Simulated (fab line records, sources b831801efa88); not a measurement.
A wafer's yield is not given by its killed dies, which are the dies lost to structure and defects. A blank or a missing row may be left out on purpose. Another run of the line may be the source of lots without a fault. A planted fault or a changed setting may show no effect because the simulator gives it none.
Problem report, 8D (eight disciplines) form, completed by code	flow sky130	the parts of the form that need people (team, actions taken, sign-off) are left out

## 1. PROBLEM STATEMENT
Wafers without a fault read 120.03 C, standard deviation 0.12; primeTempC at SKY_PAD_OPEN_HMDS_01 reads a mean of 118.31 C on 6 wafers belonging to 2 lots. Measured from the usual mean, that is -14 standard deviations.
The step: prime time 60 s.
First observed at day 49 20:04: wafer L537.1, on lithoTrack-01. The record has a number at this step for 36 wafers belonging to 12 lots. The rule behind "out" and "out of limits": a value lying over 4 standard deviations away from the usual mean. Any other wafer with a number is counted as sound.

## 2. WHAT IT IS AND WHAT IT IS NOT
question	is	is not
which readings at this step	primeTempC	-
which lots	L537, L538	L517, L518, L519, L520, L521, L522, L523, L524, L525, L528
which wafers of those lots	all that have a number	-
read on which tools	lithoTrack-01	lithoTrack-02, lithoTrack-04
when	from day 49 20:04	up to then (30 sound wafers)

## 3. SUSPECTS, AND WHAT RULES EACH OUT
Counting: a tool at a process step up to the reading stays a suspect if it ran every lot that is out and no sound lot after the first of them.
- lithoTrack-01 at SKY_PAD_OPEN_HMDS_01 (prime time 60 s): kept. It processed each lot that is out, first L537 at day 49 20:04, and no sound lot thereafter; up to then, the last sound lot it processed was L525 at day 47 03:49. On those wafers its own readings are out: primeTempC.
After counting, what remains is lithoTrack-01 at SKY_PAD_OPEN_HMDS_01.

## 4. THE CAUSE (what the simulator had put in)
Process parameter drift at SKY_PAD_OPEN_HMDS_01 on lithoTrack-01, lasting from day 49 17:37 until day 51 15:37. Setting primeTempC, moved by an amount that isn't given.
This tool alone remained once counting was done.

## 5. THE EFFECT CHAIN, in route order
One row per reading whose mean, taken over the struck wafers that have a number, lies over 3 standard deviations from the usual. Only readings whose record carries a usual standard deviation are examined. hours: median over the lots of the time between each lot's start at the first step of this table that gives one and its start at this step. sigmas: the change, counted in usual standard deviations.
hours	step	reading	usual	on struck wafers	change	sigmas
0	SKY_PAD_OPEN_HMDS_01	primeTempC	120.03 C	118.31	-1.72	-14
Its process steps:
- SKY_PAD_OPEN_HMDS_01: prime time 60 s.

## 6. WHAT WOULD HAVE CAUGHT IT SOONER
In this record the first reading out of limits was taken at day 49 20:04, 2 hours after the fault began at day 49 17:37.
